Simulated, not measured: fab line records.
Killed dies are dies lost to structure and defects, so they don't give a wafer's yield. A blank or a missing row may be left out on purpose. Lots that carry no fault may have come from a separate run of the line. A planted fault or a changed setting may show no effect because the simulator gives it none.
fab line records | flow sky130
record: lots: 14 wafers: 42 lastDay: 50
route steps=708 shown VIA3@588 CAP2M@604
lots with no fault: from the same line, run without faults
startH: the number of hours between the record's first day and the start of the first shown wafer of the lot | waitH: time in hours since the lot's previous step | " as in the row above | L1.1+2: a row that stands for several wafers | - value missing, or start not given | * or withheld: withheld | < > ~ a bound
route shown NAME@n: NAME is a module with steps in the file, n the number in the route of the first one | usual: mean/standard deviation of fault-free wafers | same: alike in all rows | chamber/n: place in a boat | sites: readings site by site | _std_site: standard deviation of those values | _edge_site: mean of outer sites minus mean of inner sites | radiusMm: for every site, how far away it sits from the centre of the wafer | mask NAME#n: copy n | behind: tool/chamber where the wafer was last shaped | hold: why the lot was held/for how many hours/how that ended | device: the n, p or np transistor that did not switch | end of line: the tests these same wafers got at the end of their route | a step without rows: its recipe alone | killed: at the first sort, the dies lost to defects and structure; wafer yield is something else | map: the dies of a wafer, with x for killed, . for not killed, _ for no die there
set.NAME: the setting the step ran with; set.NAME@STEP: the setting that earlier step ran with | model.NAME: the simulator's own value behind a step, which no gauge read
route steps across a sampled set of lots; one table per step, one row per wafer
services: the hour from which a tool's chamber was out of use, counted from the record's first day as startH (under 0 if before that day), plus the number of hours and why
== steps ==
step: SKY_VIA3_ETCH_15
recipe: target: SiO2 chemistry: C4F8/O2/Ar targetDepthNm: 507 stopOn: TiN maskMaterial: KrF-thick sourceW: 1500 biasW: 1200 pressureMtorr: 40 c4f8FlowSccm: withheld O2_flow_sccm: 6 Ar_flow_sccm: 300 timeS: 78
usual: oesProductAu: 0.947/0.0048
columns lot.wafer tool chamber startH waitH oesProductAu rfHoursCounterH
L535.3 rieDiel-03 1 931.08 0.0 0.944 26
L535.4 " 3 " " 0.950 16
L535.6 " 1 " " 0.942 -
L537.3 rieDiel-03 0 941.74 0.0 0.940 17
L537.4 " 1 " " 0.954 26
L537.6 " 3 " " 0.946 -
L538.1 rieDiel-03 1 943.87 0.0 0.947 26
L538.4 " 0 " " 0.945 17
L538.5 " 3 " " 0.950 -
L539.2 rieDiel-02 2 947.52 0.0 0.951 18
L539.5 " 1 " " 0.947 -
L539.6 " 0 " " 0.948 -
L549.1 rieDiel-03 1 1010.04 0.0 0.949 28
L549.4 " 3 " " 0.943 19
L549.6 " 0 " " 0.940 -
L550.1 rieDiel-02 2 1025.93 0.0 0.947 20
L550.5 " 2 " " 0.947 -
L550.6 " 3 " " 0.947 -
L551.1 rieDiel-02 3 1029.02 0.0 0.935 8
L551.3 " 2 " " 0.952 20
L551.6 " 1 " " 0.953 -
L552.3 rieDiel-02 3 1037.68 0.0 0.945 9
L552.4 " 0 " " 0.945 4
L552.6 " 3 " " 0.950 -
L553.1 rieDiel-01 3 1042.44 0.0 0.943 16
L553.4 " 0 " " 0.940 18
L553.5 " 2 " " 0.943 -
L554.2 rieDiel-02 2 1047.22 0.0 0.949 21
L554.5 " 3 " " 0.954 -
L554.6 " 2 " " 0.938 -
L555.1 rieDiel-01 1 1061.98 0.0 0.942 18
L555.2 " 2 " " 0.947 3
L555.6 " 2 " " 0.945 -
L556.1 rieDiel-03 0 1078.34 0.0 0.946 22
L556.4 " 1 " " 0.951 0
L556.6 " 0 " " 0.947 -
L558.3 rieDiel-02 2 1078.83 0.0 0.941 22
L558.5 " 1 " " 0.949 -
L558.6 " 2 " " 0.940 -
L557.2 rieDiel-03 2 1079.07 0.0 0.950 15
L557.5 " 0 " " 0.948 -
L557.6 " 3 " " 0.949 -
step: SKY_VIA3_RS_MEAS_22
recipe: thkMeasGauge: four-point-probe reads: W_of_VIA3_CVD_21+TiN_of_VIA3_SPUTTER_20
usual: VIA3_W_RS: 0.2935/0.0026
columns lot.wafer tool chamber startH waitH VIA3_W_RS[ohm/sq]
L535.3 filmMetro-04 - 932.00 0.1 0.2899
L535.4 " - " " 0.2957
L535.6 " - " " 0.2931
L537.3 filmMetro-04 - 942.70 0.1 0.2989
L537.4 " - " " 0.2931
L537.6 " - " " 0.2971
L538.1 filmMetro-04 - 945.11 0.1 0.2921
L538.4 " - " " 0.2919
L538.5 " - " " 0.2911
L539.2 filmMetro-01 - 948.39 0.1 0.2941
L539.5 " - " " 0.2933
L539.6 " - " " 0.2929
L549.1 filmMetro-04 - 1010.87 0.1 0.2918
L549.4 " - " " 0.2890
L549.6 " - " " 0.2931
L550.1 filmMetro-01 - 1026.77 0.1 0.2908
L550.5 " - " " 0.2920
L550.6 " - " " 0.2890
L551.1 filmMetro-01 - 1029.86 0.1 0.2911
L551.3 " - " " 0.2923
L551.6 " - " " 0.2974
L552.3 filmMetro-04 - 1038.56 0.1 0.2965
L552.4 " - " " 0.2920
L552.6 " - " " 0.2934
L553.1 filmMetro-04 - 1043.27 0.1 0.2953
L553.4 " - " " 0.2958
L553.5 " - " " 0.2944
L554.2 filmMetro-04 - 1048.12 0.1 0.2956
L554.5 " - " " 0.2911
L554.6 " - " " 0.2933
L555.1 filmMetro-01 - 1062.82 0.1 0.2926
L555.2 " - " " 0.2917
L555.6 " - " " 0.2921
L556.1 filmMetro-03 - 1079.18 0.1 0.2927
L556.4 " - " " 0.2928
L556.6 " - " " 0.2950
L558.3 filmMetro-01 - 1079.71 0.1 0.2941
L558.5 " - " " 0.2962
L558.6 " - " " 0.2965
L557.2 filmMetro-04 - 1079.93 0.1 0.2940
L557.5 " - " " 0.2963
L557.6 " - " " 0.2910
step: SKY_VIA3_CMP_24
recipe: stopOn: SiO2 tOverpolishS: 20 downForcePsi: 3.5 platenRpm: 60 targetThkNm: 0 padVelocityMS: 0.94248
usual: headPressurePsi: 3.499/0.0085 motorCurrentA: 11.1/0.79 overpolishRunS: 20.000/0.01 timeToEndpointS: 95/3.4
columns lot.wafer tool chamber startH waitH headPressurePsi motorCurrentA overpolishRunS timeToEndpointS
L535.4 cmp-01 2 932.19 0.1 3.500 10.0 19.988 90
L535.3 " 3 " " 3.500 11.5 20.007 90
L535.6 " 1 " " 3.502 12.5 20.010 91
L537.3 cmp-01 3 942.84 0.0 3.506 11.4 19.986 90
L537.4 " 2 " " 3.492 10.5 19.997 93
L537.6 " 3 " " 3.509 11.1 19.999 88
L538.4 cmp-01 2 945.29 0.0 3.505 9.9 20.013 98
L538.1 " 3 " " 3.491 10.8 19.997 94
L538.5 " 2 " " 3.513 10.8 0.048 150
L539.2 cmp-01 1 948.70 0.2 3.505 11.6 0.038 149
L539.5 " 2 " " 3.503 10.1 0.044 149
L539.6 " 3 " " 3.503 11.5 0.045 150
L549.1 cmp-02 1 1011.05 0.1 3.498 10.5 19.998 99
L549.4 " 0 " " 3.505 10.8 20.003 96
L549.6 " 2 " " 3.508 12.2 20.007 96
L550.1 cmp-01 0 1027.10 0.2 3.498 10.5 19.990 96
L550.5 " 1 " " 3.486 11.9 20.008 97
L550.6 " 2 " " 3.496 9.9 19.990 98
L551.3 cmp-01 1 1030.24 0.2 3.493 11.8 20.018 95
L551.1 " 0 " " 3.512 9.9 19.997 95
L551.6 " 2 " " 3.510 10.3 20.021 96
L552.3 cmp-02 2 1038.70 0.0 3.498 12.7 19.990 98
L552.4 " 3 " " 3.503 11.1 20.005 94
L552.6 " 2 " " 3.501 12.9 19.996 95
L553.4 cmp-02 3 1043.50 0.1 3.489 10.8 20.003 94
L553.1 " 0 " " 3.505 11.1 19.996 97
L553.5 " 3 " " 3.492 10.8 20.012 96
L554.2 cmp-02 0 1048.43 0.2 3.503 11.2 20.000 96
L554.6 " 1 " " 3.509 10.6 20.000 97
L554.5 " 2 " " 3.505 12.5 19.994 98
L555.1 cmp-02 3 1063.00 0.1 3.513 11.2 19.994 98
L555.2 " 2 " " 3.518 12.2 20.007 99
L555.6 " 0 " " 3.504 10.8 20.014 97
L556.1 cmp-01 2 1079.46 0.1 3.495 9.8 19.984 99
L556.4 " 3 " " 3.503 10.6 20.020 91
L556.6 " 1 " " 3.490 12.2 20.006 94
L558.3 cmp-02 1 1079.85 0.0 3.505 11.0 19.996 98
L558.6 " 1 " " 3.506 10.6 20.001 93
L558.5 " 2 " " 3.490 12.1 19.987 97
L557.2 cmp-01 3 1080.25 0.2 3.494 11.1 20.002 94
L557.5 " 1 " " 3.482 12.0 19.990 96
L557.6 " 2 " " 3.500 10.4 19.990 97
step: SKY_CAP2M_THK_MEAS_01
recipe: reads: SiO2_of_CAP2M_CVD_00
usual: CAP2M_CVD_00_THK: 15.49/0.19
columns lot.wafer tool chamber startH waitH CAP2M_CVD_00_THK[nm]
L535.3 filmMetro-03 - 932.63 - 15.24
L535.4 " - " " 15.54
L535.6 " - " " 15.48
L537.3 filmMetro-03 - 943.33 - 15.60
L537.4 " - " " 15.74
L537.6 " - " " 15.60
L538.1 filmMetro-01 - 945.77 - 15.46
L538.4 " - " " 15.57
L549.1 filmMetro-03 - 1011.54 - 15.60
L549.4 " - " " 15.68
L549.6 " - " " 15.46
L550.1 filmMetro-02 - 1027.43 - 15.50
L550.5 " - " " 15.47
L550.6 " - " " 15.49
L551.1 filmMetro-02 - 1030.72 - 15.37
L551.3 " - " " 15.13
L551.6 " - " " 15.50
L552.3 filmMetro-02 - 1039.19 - 15.33
L552.4 " - " " 15.49
L552.6 " - " " 15.54
L553.1 filmMetro-02 - 1043.93 - 15.14
L553.4 " - " " 15.44
L553.5 " - " " 15.68
L554.2 filmMetro-02 - 1048.76 - 15.36
L554.5 " - " " 15.47
L554.6 " - " " 15.55
L555.1 filmMetro-01 - 1063.48 - 15.47
L555.2 " - " " 15.49
L555.6 " - " " 15.57
L556.1 filmMetro-01 - 1079.85 - 15.34
L556.4 " - " " 15.68
L556.6 " - " " 15.72
L558.3 filmMetro-02 - 1080.35 - 15.55
L558.5 " - " " 15.61
L558.6 " - " " 15.57
L557.2 filmMetro-03 - 1080.69 - 15.58
L557.5 " - " " 16.10
L557.6 " - " " 15.53
== services ==
columns tool chamber startH hours kind
cmp-02 - 912.04 4.0 pm
cmp-02 - 916.04 - consumableReplace:conditioner
cmp-02 - 916.04 - consumableReplace:pad
cmp-01 - 922.99 6.4 pm
rieDiel-03 2 948.59 1.4 repair
cmp-02 - 948.74 3.8 repair
rieDiel-01 2 974.18 - clean
rieDiel-01 2 974.18 - consumableReplace:showerhead
rieDiel-01 2 974.18 17.7 scheduledDown
rieDiel-01 - 977.07 0.7 repair
rieDiel-03 - 988.10 2.8 pm
rieDiel-02 - 1002.18 0.2 repair
cmp-02 - 1006.80 1.9 repair
rieDiel-02 2 1014.27 10.3 repair
rieDiel-02 1 1015.32 1.2 repair
rieDiel-02 1 1022.42 4.0 repair
cmp-02 - 1026.53 3.7 pm
rieDiel-03 3 1029.42 5.6 repair
rieDiel-03 1 1042.79 - clean
rieDiel-03 1 1042.79 21.3 scheduledDown
rieDiel-03 1 1042.79 21.3 ventCycle
cmp-01 - 1047.20 5.8 pm
cmp-02 - 1055.07 1.7 repair
rieDiel-03 - 1055.78 2.5 repair
== key ==
firstSign: step: SKY_VIA3_CMP_24 reading: overpolishRunS direction: down sigmas: 99+ usual: 20.000 struck: 0.044
effect: step: SKY_VIA3_CMP_24 reading: timeToEndpointS direction: up sigmas: 16 usual: * struck: *
metAt SKY_VIA3_CMP_24
struckLots L538,L539
struckWafers L538.5,L539.2,L539.5,L539.6
laterRowsLeftOut L538.5,L539.2,L539.5,L539.6
sortLeftOut L538.5,L539.2,L539.5,L539.6
notActingAt SKY_VIA3_ETCH_15,SKY_VIA3_RS_MEAS_22,SKY_CAP2M_THK_MEAS_01
onsetBetween 942.84 945.29
fault: kind: processParameterDrift tool: cmp-01 chamber: - onsetH: 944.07 steps: SKY_VIA3_CMP_24 channel: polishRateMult offset: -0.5 shape: step endH: 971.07 scope: struckWafersOnly
sortLeftOut: the simulated sort isn't trusted on such a fault, so these wafers' sort isn't shown, and their yield isn't known
laterRowsLeftOut: the simulator's readings of these wafers behind a module that went badly wrong aren't trusted and aren't shown, but for the sort
